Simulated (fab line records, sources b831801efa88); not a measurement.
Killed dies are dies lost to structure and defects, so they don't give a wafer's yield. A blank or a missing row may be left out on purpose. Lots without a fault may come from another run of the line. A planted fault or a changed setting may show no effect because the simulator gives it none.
A struck lot beside a sound one | flow gf180mcu | 14 steps out of a route of 602
Sound: wafers L357.1, L357.3, L357.4. Struck: wafers L353.1, L353.4, L353.5. The cause comes at the end.
At each step with rows: each side's tool, then ch and its chambers, then its first start. Under that, the readings that differ: sound wafers | struck wafers | difference of the means | sigmas: that difference in standard deviations of wafers without a fault.
alike: readings whose means differ by less than 2 such deviations, and words and numbers that are the same on both sides. not compared: withheld readings, readings that some wafer has no value for, bounds like >300 that may hide the same value, and numbers for which the record gives no deviation and whose values overlap.
The two part at a step that has a row with sigmas, a row that says differs or no value, or rows on one side only. Numbers that don't overlap but have no deviation are shown without sigmas and don't part them. A reading that every wafer of one side lacks parts them only if that side has two wafers or more.

first, 1 step without rows for these wafers: GF_V2_CVD_00 (deposits SiO2, target thk 600 nm, time 100 s).
GF_V2_THK_MEAS_01:
  sound on film_metro-02, day 26 16:37; struck on film_metro-02, day 25 13:53
  alike: V2_CVD_00_THK
GF_V2_CVD_02: deposits SiO2 from TEOS, target thk 850 nm, time 94.851 s.
  sound on pecvd-02 ch 0,1,2, day 26 16:41; struck on pecvd-01 ch 1,2, day 25 13:56
  alike: heater_power_w
GF_V2_THK_MEAS_03:
  sound on film_metro-04, day 26 16:45; struck on film_metro-04, day 25 14:01
  alike: V2_CVD_02_THK
GF_V2_CMP_04: polishes SiO2.
  sound on cmp-02 ch 0,1,3, day 26 16:49; struck on cmp-02 ch 2,3, day 25 14:07
  alike: motor_current_A, slurry_flow_ml_min, time_to_endpoint_s
GF_V2_BOW_MEAS_05:
  sound on film_metro-03, day 26 17:07; struck on film_metro-04, day 25 14:22
  alike: V2_BOW
then, 6 steps without rows for these wafers: GF_V2_DEHYDRATE_06 (time 60 s); GF_V2_HMDS_07 (prime time 60 s); GF_V2_COAT_08; GF_V2_COAT_09 (resist thk 1000 nm); GF_V2_SOFTBAKE_10 (time 60 s); GF_V2_EXPOSE_11 (exposes mask Via2, target cd 260 nm).
GF_V2_PEB_12: peb time 90 s.
  sound on litho_track-01 ch 0, day 27 14:24; struck on litho_track-02, day 26 12:33
  no value came back on the struck wafers for chill_plate_temp_C (C), exhaust_pa (Pa); on the sound wafers chill_plate_temp_C (C) reads 22.78 22.98 22.91
then, 1 step without rows for these wafers: GF_V2_DEVELOP_13 (develop time 60 s).

WHERE THEY PART
Only at GF_V2_PEB_12, within this record.

WHY: what the simulator had put in
Skipped step whole: litho_track-02, from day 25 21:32 on, at GF_V2_PEB_12. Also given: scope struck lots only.
